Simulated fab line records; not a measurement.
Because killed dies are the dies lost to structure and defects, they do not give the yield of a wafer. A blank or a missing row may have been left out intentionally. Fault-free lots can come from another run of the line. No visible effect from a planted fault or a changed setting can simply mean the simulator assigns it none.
Matching of chambers    flow gf180mcu    GF_V3_CVD_02 on pecvd-04: 3 sister chambers
The step deposits SiO2 from TEOS, target thk 850 nm, time 94.851 s. 6 wafers are shown with their chamber, then 9 later ones without.

## WAFERS PAIRED WITH THEIR CHAMBERS
wafer   chamber  heater power w (W)
L077.6  0        704
L080.4  2        550
L080.6  1        566
L085.4  0        835
L085.5  2        465
L085.6  1        607

## WAFERS WITHOUT THEIR CHAMBER
wafer   heater power w (W)
L086.1  565
L086.2  592
L086.5  584
L094.3  589
L094.4  472
L094.5  474
L095.2  487
L095.4  845
L095.6  555

## EACH ONE'S CHAMBER
wafer   from the rows above      in truth
L086.1  can't be placed: 1 or 2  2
L086.2  can't be placed: 1 or 2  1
L086.5  can't be placed: 1 or 2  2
L094.3  can't be placed: 1 or 2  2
L094.4  can't be placed: 2 or 1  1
L094.5  can't be placed: 2 or 1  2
L095.2  can't be placed: 2 or 1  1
L095.4  0                        0
L095.6  can't be placed: 1 or 2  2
Placed correctly: 1 of 9. Cannot be placed on the basis of these rows: 8; the candidates contain the true chamber in 8. 0 placed wrongly.
How it was worked out, from the rows above alone: a wafer's distance from a chamber is the root of the sum, over the readings, of the square of ((its reading less the chamber's mean) divided by the reading's scatter). If the next closest chamber is less than 2 further off than the closest, the wafer can't be placed; otherwise it belongs to the closest. The mean given for a chamber averages the wafers shown for that chamber. The scatter: the root of (the sum of the squares of (reading less its chamber's mean) over the shown wafers, divided by (wafers less chambers)).
